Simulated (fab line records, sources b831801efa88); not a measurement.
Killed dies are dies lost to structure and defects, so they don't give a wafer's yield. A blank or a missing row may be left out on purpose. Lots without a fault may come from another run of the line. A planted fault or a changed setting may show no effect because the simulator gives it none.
A struck lot beside a sound one | flow sky130 | 15 steps out of a route of 708
Sound: wafers L630.2, L630.5, L630.6. Struck: wafers L618.4, L618.5. (L618.3 of the same lot was not struck and is left out.) The cause comes at the end.
At each step with rows: each side's tool, then ch and its chambers, then its first start. Under that, the readings that differ: sound wafers | struck wafers | difference of the means | sigmas: that difference in standard deviations of wafers without a fault.
alike: readings whose means differ by less than 2 such deviations, and words and numbers that are the same on both sides. not compared: withheld readings, readings that some wafer has no value for, bounds like >300 that may hide the same value, and numbers for which the record gives no deviation and whose values overlap.
The two part at a step that has a row with sigmas, a row that says differs or no value, or rows on one side only. Numbers that don't overlap but have no deviation are shown without sigmas and don't part them. A reading that every wafer of one side lacks parts them only if that side has two wafers or more.

first, 6 steps without rows for these wafers: SKY_VIA3_ETCH_14 (etches BARC in N2/H2, stops on SiO2, time 45.9 s, target depth 60 nm); SKY_VIA3_ETCH_15 (etches SiO2 in C4F8/O2/Ar, stops on TiN, target depth 507 nm, time 78 s); SKY_VIA3_STRIP_16 (strips in O2/N2); SKY_VIA3_STRIP_17 (strips in post etch residue remover, time 1200 s); SKY_VIA3_CLEAN_18 (cleans in IPA, time 180 s); SKY_VIA3_CLEAN_19 (cleans in O3/DIW).
SKY_VIA3_SPUTTER_20: material TiN, target thk 20 nm, time 80 s.
  sound on pvd_sputter-02, day 46 10:04; struck on pvd_sputter-02, day 42 17:02
  alike: throttle_valve_pct
SKY_VIA3_CVD_21: deposits W, target thk 390 nm, time 117.31 s.
  sound on cvd_w-01 ch 0,1, day 46 10:07; struck on cvd_w-02 ch 0, day 42 17:08
  alike: heater_power_w
SKY_VIA3_RS_MEAS_22: measures by four-point-probe.
  sound on film_metro-02, day 46 10:16; struck on film_metro-01, day 42 17:16
  alike: VIA3_W_RS
SKY_VIA3_THK_MEAS_23: measures by xrf.
  sound on film_metro-02, day 46 10:22; struck on film_metro-01, day 42 17:22
  reading         | sound       | struck  | difference | sigmas
  VIA3_W_THK (nm) | 375 379 370 | 392 393 | +18        | +3
SKY_VIA3_CMP_24: polishes, stops on SiO2, t overpolish 20 s, target thk 0 nm.
  sound on cmp-02 ch 0,1,2, day 46 10:31; struck on cmp-01 ch 0,2, day 42 17:30
  alike: motor_current_A, overpolish_run_s, time_to_endpoint_s
SKY_METAL4_SPUTTER_00: material Ti, target thk 15 nm, time 10 s.
  sound on pvd_sputter-03, day 46 10:43; struck on pvd_sputter-03, day 42 17:42
  alike: throttle_valve_pct
SKY_METAL4_SPUTTER_01: material TiN, target thk 20 nm, time 16.7 s.
  sound on pvd_sputter-03, day 46 10:44; struck on pvd_sputter-03, day 42 17:43
  reading                                    | sound             | struck      | difference | sigmas
  model.TiN_of_METAL4_SPUTTER_01.thk_nm (nm) | 19.91 19.76 19.89 | 29.61 29.57 | +9.74      |
  alike: throttle_valve_pct
SKY_METAL4_SPUTTER_02: material AlCu, target thk 735 nm, time 39.1 s.
  sound on pvd_sputter-03, day 46 10:46; struck on pvd_sputter-03, day 42 17:44
  alike: throttle_valve_pct
-- the record jumps here: 6 days lie between the struck wafers' starts before and after (it left off in module METAL4 and takes up again in module PAD_OPEN, whose first step shown is number 708 of the route) --
SKY_PAD_OPEN_PROBE_99:
  sound on prober-02, day 51 08:43; struck on prober-02, day 48 12:52
  alike: defect_limited_yield, killed_at_M0_to_M3, killed_at_M4_up, killed_at_contacts, killed_at_front_end, killed_at_other, killed_dies, killed_on_rim, killed_open, killed_short, sort_bin_3_pad_short, sort_bin_5_function, sort_bin_6_memory, sort_n_pass, sort_yield_pct

WHERE THEY PART
Only at SKY_VIA3_THK_MEAS_23, within this record. Later steps at which nothing parts them and some readings are alike: SKY_VIA3_CMP_24, SKY_METAL4_SPUTTER_00, SKY_METAL4_SPUTTER_01, SKY_METAL4_SPUTTER_02, SKY_PAD_OPEN_PROBE_99.

WHY: what the simulator had put in
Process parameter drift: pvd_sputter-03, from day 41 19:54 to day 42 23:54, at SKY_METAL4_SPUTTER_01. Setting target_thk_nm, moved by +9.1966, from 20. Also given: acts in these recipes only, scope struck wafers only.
